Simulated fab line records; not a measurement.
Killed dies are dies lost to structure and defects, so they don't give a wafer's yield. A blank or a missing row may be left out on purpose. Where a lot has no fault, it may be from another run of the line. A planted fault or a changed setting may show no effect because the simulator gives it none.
Which tool is to blame? -- flow sky130 -- Sampling: 14 lots, 42 wafers, 3 of 708 route steps

## WHAT THE GAUGES SHOWED, per wafer
SKY_VT_ADJUST_HVTR_CD_MEAS_07: the cd target is 380 nm.
lot,measured,on,cdNm (nm)
L583,day 9 12:30,cdSem-01,376.7 378.4 376.8
L584,day 9 21:20,cdSem-02,385.2 383.2 383.9
L585,day 10 01:55,cdSem-01,378.9 378.1 381.2
L587,day 11 00:03,cdSem-02,383.3 381.9 380.0
L588,day 11 10:15,cdSem-01,380.3 379.8 382.0
L589,day 11 13:50,cdSem-02,379.5 377.8 379.1
L591,day 11 20:09,cdSem-02,379.1 383.9 382.3
L592,day 12 03:13,cdSem-01,383.0 383.0 383.1
L595,day 13 07:20,cdSem-01,- - -
L596,day 13 09:17,cdSem-02,- - -
L600,day 14 17:33,cdSem-02,380.1 381.4 380.1
L604,day 16 00:39,cdSem-01,383.0 382.0 382.9
L605,day 16 08:13,cdSem-01,387.6 385.8 385.0
L606,day 16 12:27,cdSem-01,382.2 380.3 381.7

SKY_SONOS_ONO_THK_MEAS_01.
lot,measured,on,SONOS_ONO_OXIDATION_THK (nm)
L583,day 11 17:29,filmMetro-04,2.59 2.62 2.65
L584,day 11 23:32,filmMetro-04,2.59 2.73 2.68
L585,day 12 05:04,filmMetro-02,2.55 2.56 2.58
L587,day 13 08:08,filmMetro-04,2.62 2.64 2.61
L588,day 13 17:44,filmMetro-04,2.64 2.58 2.64
L589,day 13 17:43,filmMetro-02,2.53 2.60 2.54
L591,day 14 01:56,filmMetro-02,2.72 2.66 2.69
L592,day 14 11:38,filmMetro-03,2.57 2.59 2.60
L595,day 15 11:49,filmMetro-04,2.60 2.61 2.59
L596,day 15 13:08,filmMetro-03,2.52 2.61 2.58
L600,day 17 04:50,filmMetro-02,2.60 2.59 2.57
L604,day 18 12:59,filmMetro-03,2.74 2.64 2.69
L605,day 18 21:56,filmMetro-02,2.67 2.64 2.57
L606,day 19 01:40,filmMetro-02,2.65 2.69 2.65

## WHAT TOOL EACH LOT RAN ON (gives the tool, then ch and the chambers of the sampled wafers, and finally the start)
lot,SKY_VT_ADJUST_HVTR_DEVELOP_06
L583,"lithoTrack-03 ch 0, day 9 12:21"
L584,"lithoTrack-03 ch 0, day 9 21:11"
L585,"lithoTrack-02 ch 0, day 10 01:46"
L587,"lithoTrack-02 ch 0, day 10 23:54"
L588,"lithoTrack-03 ch 0, day 11 10:06"
L589,"lithoTrack-03 ch 0, day 11 13:41"
L591,"lithoTrack-04 ch 0, day 11 20:01"
L592,"lithoTrack-02 ch 0, day 12 03:04"
L595,"lithoTrack-03, day 13 07:12"
L596,"lithoTrack-04, day 13 09:08"
L600,"lithoTrack-03 ch 0, day 14 17:24"
L604,"lithoTrack-02 ch 0, day 16 00:30"
L605,"lithoTrack-03 ch 0, day 16 08:00"
L606,"lithoTrack-02 ch 0, day 16 12:18"
- SKY_VT_ADJUST_HVTR_DEVELOP_06: develop time 60 s.

## WHAT THE TOOLS THEMSELVES READ (means of the sampled wafers that have a number; where no wafer has one, the mark that the record gives instead)
SKY_VT_ADJUST_HVTR_DEVELOP_06.
lot,tool,chillPlateTempC (C),resistLineTempC (C)
L583,lithoTrack-03,23.07,22.99
L584,lithoTrack-03,23.14,22.96
L585,lithoTrack-02,22.93,23.08
L587,lithoTrack-02,23.10,22.99
L588,lithoTrack-03,22.90,23.08
L589,lithoTrack-03,22.91,22.93
L591,lithoTrack-04,23.26,23.00
L592,lithoTrack-02,22.87,22.91
L595,lithoTrack-03,-,-
L596,lithoTrack-04,-,-
L600,lithoTrack-03,22.99,22.99
L604,lithoTrack-02,22.94,22.97
L605,lithoTrack-03,22.99,22.99
L606,lithoTrack-02,22.97,23.08

## THE ANSWER, worked out from the rows above alone
Rule: usual is defined by the lots themselves. The widest of any qualifying gaps counts: lots, ordered by their means at a reading, are off when they make up no more than a third of the lots, leave a main group of 4 or more, and stand apart from it by 3 or more times the standard deviation of that group's means. Not used: any main group whose means are identical at the precision the tables above print for the reading. Also off: a lot with no number at a reading for which 4 or more lots have one. Any other lot the step has rows for is counted as sound. Order of review: gauges by route order, followed by the tools' own readings, for which a lot's mean as printed above is used. At the first step where some lot is off, the reading lying furthest off is the one used; lots without a number count as furthest.
Off: L595, L596 (SKY_VT_ADJUST_HVTR_CD_MEAS_07, cdNm). Without a number there: L595, L596. Main group: mean 381.5 nm, sd 2.3.
If a tool, at a process step before that reading, ran all the lots that are off and no sound lot after the first of them, it fits. The gauges at SKY_VT_ADJUST_HVTR_CD_MEAS_07 aren't tried: what is off there is off at SKY_VT_ADJUST_HVTR_DEVELOP_06 too, on other tools, and a gauge's error can't cause that. No candidate that was tried fits.

## WHAT THE SIMULATOR PUT IN
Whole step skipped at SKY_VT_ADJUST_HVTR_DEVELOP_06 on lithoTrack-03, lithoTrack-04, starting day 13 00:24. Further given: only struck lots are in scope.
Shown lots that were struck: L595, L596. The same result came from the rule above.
